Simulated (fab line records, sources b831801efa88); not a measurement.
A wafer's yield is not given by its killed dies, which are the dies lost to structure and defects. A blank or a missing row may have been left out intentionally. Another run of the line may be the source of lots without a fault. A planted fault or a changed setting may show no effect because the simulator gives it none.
8D (eight disciplines) problem report, filled in by code | flow sky130 | the parts of the form that need people (team, actions taken, sign-off) are left out

1. THE ISSUE
Wafers free of any fault read 1752 nm (standard deviation 17) for VIA4_HDPCVD_THK at SKY_VIA4_THK_MEAS_01, against a mean of 2746 nm on 2 wafers of 2 lots. Relative to the usual mean, that is a shift of +58 standard deviations.
Earliest sighting: wafer L329.6 on film-metro-01 at day 44 22:10. The record holds 27 wafers of 9 lots with a number at this step. Rule for "out", or "out of limits": more than 4 standard deviations from the usual mean. Any other wafer with a number is counted as sound.

2. WHAT IT IS AND WHAT IT IS NOT
question                    | is                           | is not
which readings at this step | VIA4_HDPCVD_THK              | -
which lots                  | L329, L331                   | L321, L322, L323, L324, L330, L333, L336
which wafers of those lots  | L329.6, L331.5               | L329.2, L329.3, L331.1, L331.3
read on which gauges        | film-metro-01, film-metro-04 | -
when                        | from day 44 22:10            | up to then (14 sound wafers); but 11 sound wafers of L330, L331, L333, L336 came after

3. WHAT RULES OUT EACH SUSPECT
Counting: a tool at a process step up to the reading stays a suspect if it ran every lot that is out. Sound lots after the first of them don't rule it out here, since some wafers of a struck lot are sound.
- the gauge at SKY_VIA4_THK_MEAS_01: ruled out. Those wafers that are out were read across 2 gauges (film-metro-01, film-metro-04).
- hdpcvd-02 at SKY_VIA4_HDPCVD_00 (deposits SiO2, target thk 1750 nm, time 291.7 s): kept. Every lot that is out went through it, the first being L329 (day 44 21:59); the last sound lot it ran before that was L324 (day 43 09:13).
Left after counting: hdpcvd-02 at SKY_VIA4_HDPCVD_00.

4. THE CAUSE (what the simulator had put in)
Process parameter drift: hdpcvd-02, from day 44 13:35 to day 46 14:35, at SKY_VIA4_HDPCVD_00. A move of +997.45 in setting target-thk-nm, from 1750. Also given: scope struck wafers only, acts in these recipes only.
The count eliminated every tool but this one.

5. SEQUENCE OF EFFECTS, ordered by route
Rows list readings where the struck wafers' mean (over those with a number) sits beyond 3 standard deviations from the usual. Readings are gone through only where the record gives a usual standard deviation; hours: the median, over the lots, of the time from a lot's start at the first step in this table giving one to that lot's start at this step; sigmas: the change measured in usual standard deviations.
hours | step                 | reading         | usual   | on struck wafers | change | sigmas
0     | SKY_VIA4_THK_MEAS_01 | VIA4_HDPCVD_THK | 1752 nm | 2746             | +994   | +58

6. WHAT WOULD HAVE CAUGHT IT SOONER
Counted from the fault's start at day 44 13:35, it took 9 hours until the first out-of-limits reading at a measuring or inspecting step in this record, taken at day 44 22:10.
Among the 2 lots that are out, L331 began SKY_VIA4_HDPCVD_00 on hdpcvd-02 after day 44 22:10. Holding the tool at that time would have saved it.
